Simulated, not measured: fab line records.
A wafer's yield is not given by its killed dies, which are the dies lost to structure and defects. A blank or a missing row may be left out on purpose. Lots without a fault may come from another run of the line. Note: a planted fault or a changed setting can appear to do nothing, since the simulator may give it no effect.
Which of the tools did it? -- flow gf180mcu -- Sampling: 24 lots, 72 wafers, 4 of 602 route steps

## WHAT EACH GAUGE READ, for each wafer
GF_M2_RS_MEAS_05: a four-point-probe measurement.
lot,measured,on,M2_ALCU_RS (ohm/sq)
L074,day 18 05:06,film metro-03,0.0694 0.0686 0.0682
L075,day 18 09:22,film metro-02,0.0705 0.0695 0.0708
L076,day 18 15:29,film metro-03,0.0692 0.0695 0.0695
L077,day 19 07:55,film metro-03,0.0691 0.0697 0.0690
L078,day 19 20:39,film metro-01,0.0688 0.0693 0.0692
L079,day 20 03:51,film metro-02,0.0702 0.0700 0.0702
L080,day 20 08:58,film metro-03,0.0695 0.0691 0.0695
L081,day 21 07:46,film metro-01,0.0692 0.0689 0.0686
L082,day 21 08:16,film metro-01,0.0692 0.0711 0.0703
L083,day 21 15:46,film metro-02,0.0689 0.0703 0.0693
L084,day 22 02:03,film metro-01,0.0685 0.0691 0.0689
L085,day 22 12:14,film metro-01,0.0711 0.0693 0.0708
L086,day 22 18:49,film metro-03,0.0699 0.0694 0.0698
L087,day 23 02:37,film metro-01,0.0698 0.0693 0.0689
L088,day 23 08:41,film metro-01,0.0705 0.0708 0.0685
L089,day 23 13:14,film metro-03,0.0680 0.0689 0.0689
L090,day 23 23:42,film metro-01,0.0698 0.0691 0.0710
L091,day 24 10:20,film metro-02,0.0688 0.0698 0.0697
L092,day 25 05:58,film metro-03,0.0707 0.0722 0.0716
L093,day 25 15:26,film metro-02,0.0681 0.0688 0.0684
L094,day 25 17:28,film metro-03,0.0698 0.0691 0.0679
L095,day 25 21:28,film metro-03,0.0689 0.0696 0.0706
L096,day 26 02:01,film metro-01,0.0699 0.0701 0.0685
L097,day 26 07:15,film metro-03,0.0697 0.0697 0.0687

GF_M2_CD_MEAS_14: target cd 280 nm.
lot,measured,on,cd nm (nm)
L074,day 19 05:16,cd sem-01,279.0 278.2 278.6
L075,day 19 08:52,cd sem-01,278.2 280.4 278.5
L076,day 19 15:30,cd sem-02,281.0 282.3 281.6
L077,day 20 08:27,cd sem-01,280.9 279.4 280.0
L078,day 20 20:58,cd sem-01,280.3 277.8 279.7
L079,day 21 05:11,cd sem-02,280.3 280.5 280.2
L080,day 21 09:38,cd sem-01,280.6 279.1 279.7
L081,day 22 07:03,cd sem-01,281.1 280.6 279.6
L082,day 22 07:42,cd sem-02,278.7 278.9 279.9
L083,day 22 14:49,cd sem-02,278.7 278.4 279.8
L084,day 23 00:16,cd sem-01,279.2 278.6 281.2
L085,day 23 10:14,cd sem-01,279.5 278.3 277.7
L086,day 23 17:17,cd sem-01,278.6 280.3 279.6
L087,day 24 01:02,cd sem-02,280.2 279.1 280.0
L088,day 24 06:43,cd sem-02,280.2 280.3 280.6
L089,day 24 11:14,cd sem-01,281.1 281.6 282.3
L090,day 24 20:19,cd sem-01,278.3 278.4 279.7
L091,day 25 07:27,cd sem-01,281.0 280.6 280.5
L092,day 26 02:31,cd sem-01,279.5 280.3 280.1
L093,day 26 12:13,cd sem-02,281.6 283.3 282.2
L094,day 26 14:13,cd sem-01,280.7 278.9 279.3
L095,day 26 17:31,cd sem-02,279.6 279.5 278.8
L096,day 26 22:42,cd sem-01,279.7 280.8 281.6
L097,day 27 03:28,cd sem-02,281.0 279.9 280.5

GF_V2_THK_MEAS_01.
lot,measured,on,V2_CVD_00_THK (nm)
L074,day 19 06:08,film metro-02,600 594 589
L075,day 19 09:44,film metro-01,600 602 591
L076,day 19 16:43,film metro-04,587 585 585
L077,day 20 09:18,film metro-02,602 602 597
L078,day 20 21:54,film metro-02,600 604 603
L079,day 21 06:02,film metro-04,598 597 595
L080,day 21 10:29,film metro-01,601 607 602
L081,day 22 07:55,film metro-02,599 591 603
L082,day 22 08:34,film metro-01,594 601 598
L083,day 22 15:41,film metro-04,592 583 596
L084,day 23 01:10,film metro-04,595 607 597
L085,day 23 11:06,film metro-01,589 602 604
L086,day 23 18:10,film metro-02,594 601 600
L087,day 24 01:55,film metro-04,595 600 593
L088,day 24 07:37,film metro-01,601 599 605
L089,day 24 12:10,film metro-02,610 600 607
L090,day 24 21:13,film metro-04,600 594 606
L091,day 25 08:18,film metro-04,595 595 597
L092,day 26 03:23,film metro-04,599 600 607
L093,day 26 13:14,film metro-01,601 603 592
L094,day 26 15:06,film metro-01,595 603 598
L095,day 26 18:22,film metro-04,594 599 606
L096,day 26 23:35,film metro-01,608 601 603
L097,day 27 04:20,film metro-01,593 597 596

## WHICH TOOL RAN EACH LOT (tool, then ch and the chambers of the sampled wafers, then the start)
lot,GF_HV_LDD_STRIP_22
L074,"plasma asher-04 ch 0,1, day 10 20:48"
L075,"plasma asher-01 ch 0,1, day 10 22:55"
L076,"plasma asher-01 ch 0,1, day 11 03:48"
L077,"plasma asher-01 ch 0,1, day 11 15:56"
L078,"plasma asher-01 ch 0,1, day 12 03:35"
L079,"plasma asher-02 ch 1, day 12 09:36"
L080,"plasma asher-02 ch 1, day 12 13:46"
L081,"plasma asher-04 ch 0,1, day 13 01:06"
L082,"plasma asher-01 ch 0,1, day 13 07:26"
L083,"plasma asher-02 ch 0,1, day 13 13:31"
L084,"plasma asher-04 ch 1, day 13 22:33"
L085,"plasma asher-04 ch 0,1, day 14 06:43"
L086,"plasma asher-01 ch 0, day 14 11:58"
L087,"plasma asher-04 ch 0,1, day 14 20:12"
L088,"plasma asher-02 ch 0,1, day 15 01:58"
L089,"plasma asher-01 ch 0,1, day 15 08:25"
L090,"plasma asher-02 ch 0,1, day 15 17:34"
L091,"plasma asher-04 ch 0,1, day 16 02:26"
L092,"plasma asher-04 ch 0,1, day 17 00:07"
L093,"plasma asher-01 ch 0,1, day 17 09:19"
L094,"plasma asher-04 ch 0,1, day 17 13:49"
L095,"plasma asher-02 ch 0,1, day 17 17:00"
L096,"plasma asher-04 ch 0,1, day 17 21:52"
L097,"plasma asher-01 ch 0,1, day 18 06:02"
- GF_HV_LDD_STRIP_22: strips in O2/N2.

## WHAT THE TOOLS THEMSELVES READ (means of the sampled wafers that have a number; where no wafer has one, the mark that the record gives instead)
GF_HV_LDD_STRIP_22.
lot,tool,drypump motor current A (A),heater power w (W),oes product au (a.u.),strip time to endpoint s (s)
L074,plasma asher-04,5.62,321,0.719,12.63
L075,plasma asher-01,5.76,380,0.718,12.56
L076,plasma asher-01,5.65,376,0.711,12.60
L077,plasma asher-01,5.64,379,0.719,12.64
L078,plasma asher-01,5.64,374,0.718,12.63
L079,plasma asher-02,5.02,308,0.716,12.52
L080,plasma asher-02,5.01,311,0.719,12.64
L081,plasma asher-04,5.63,325,0.720,12.63
L082,plasma asher-01,5.64,377,0.720,12.59
L083,plasma asher-02,5.20,329,0.714,12.59
L084,plasma asher-04,5.76,317,0.713,12.63
L085,plasma asher-04,5.48,324,0.716,12.64
L086,plasma asher-01,5.88,391,0.714,12.64
L087,plasma asher-04,5.49,326,0.714,12.57
L088,plasma asher-02,5.40,345,0.720,12.61
L089,plasma asher-01,5.77,386,0.716,12.59
L090,plasma asher-02,5.21,329,0.720,12.61
L091,plasma asher-04,5.62,324,0.719,12.58
L092,plasma asher-04,5.50,320,0.714,12.65
L093,plasma asher-01,5.65,372,0.717,12.56
L094,plasma asher-04,5.47,318,0.712,12.62
L095,plasma asher-02,5.21,331,0.717,12.64
L096,plasma asher-04,5.63,322,0.717,12.67
L097,plasma asher-01,5.75,380,0.715,12.58

## THE ANSWER, worked out from the rows above alone
Rule: the usual values come from the lots themselves. Put in order of their means at a reading, lots are off if they are a third of the lots or fewer, leave a main group of 4 or more, and stand apart from it by a gap of 3 or more times the standard deviation of the main group's means; of several such gaps the widest counts. A main group whose means are all the same, to the digits that the tables above print for the reading, isn't used. Also off: a lot with no number at a reading for which 4 or more lots have one. Any other lot the step has rows for is counted as sound. After the gauges, taken in route order, come the tools' own readings; for these a lot's mean is taken, as printed above. At the first step where some lot is off, the reading lying furthest off is the one used; lots without a number count as furthest.
No lot is off on any of the readings shown, so nothing can be concluded from this.

## WHAT THE SIMULATOR PUT IN
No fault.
